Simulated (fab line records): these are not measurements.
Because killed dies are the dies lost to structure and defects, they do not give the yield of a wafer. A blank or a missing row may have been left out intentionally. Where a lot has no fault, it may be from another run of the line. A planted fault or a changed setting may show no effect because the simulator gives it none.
What tool caused it? | flow sky130 | 18 wafers from 6 lots sampled at 2 of the route's 708 steps

== WHAT THE GAUGES READ, wafer by wafer ==
SKY_SONOS_ONO_THK_MEAS_03.
lot  | measured     | on            | SONOS_ONO_CVD_02_THK (nm)
L672 | day 12 13:50 | film metro-03 | 10.54 10.47 10.52
L673 | day 13 01:32 | film metro-02 | 10.56 10.39 10.50
L677 | day 14 10:50 | film metro-02 | 10.65 10.76 10.56
L681 | day 15 13:52 | film metro-03 | 10.59 10.58 10.62
L683 | day 16 21:41 | film metro-01 | 10.76 10.50 10.55
L684 | day 17 11:35 | film metro-02 | 8.86 8.72 8.71

== WHAT TOOL EACH LOT RAN ON (gives the tool, then ch and the chambers of the sampled wafers, and finally the start) ==
lot  | SKY_SONOS_ONO_CVD_02
L672 | lpcvd-02 ch 0, day 12 12:14
L673 | lpcvd-02 ch 1, day 13 00:29
L677 | lpcvd-02 ch 0, day 14 09:47
L681 | lpcvd-02 ch 1, day 15 12:48
L683 | lpcvd-02 ch 0, day 16 20:38
L684 | lpcvd-02 ch 1, day 17 10:32
- SKY_SONOS_ONO_CVD_02: deposits Si3N4 from DCS/NH3, target thk 10.5 nm, time 180 s.

== THE ANSWER, worked out from the rows above alone ==
Rule: the usual values come from the lots themselves. Put in order of their means at a reading, lots are off if they are a third of the lots or fewer, leave a main group of 4 or more, and stand apart from it by a gap of 3 or more times the standard deviation of the main group's means; of several such gaps the widest counts. A main group is skipped when, at the precision printed for the reading in the tables above, its means are all equal. A lot without any number at a reading at which 4 lots or more have one is off too. All remaining lots with rows at the step are treated as sound.
Off: L684, seen at SKY_SONOS_ONO_THK_MEAS_03 (SONOS_ONO_CVD_02_THK). The main group: mean 10.57 nm, standard deviation 0.064.
If a tool, at a process step before that reading, ran all the lots that are off and no sound lot after the first of them, it fits. Gauges at SKY_SONOS_ONO_THK_MEAS_03: tried the same way as those tools. Undecided on this evidence; 2 tools fit (lpcvd-02 at SKY_SONOS_ONO_CVD_02, film metro-02 at SKY_SONOS_ONO_THK_MEAS_03).

== WHAT THE SIMULATOR PUT IN ==
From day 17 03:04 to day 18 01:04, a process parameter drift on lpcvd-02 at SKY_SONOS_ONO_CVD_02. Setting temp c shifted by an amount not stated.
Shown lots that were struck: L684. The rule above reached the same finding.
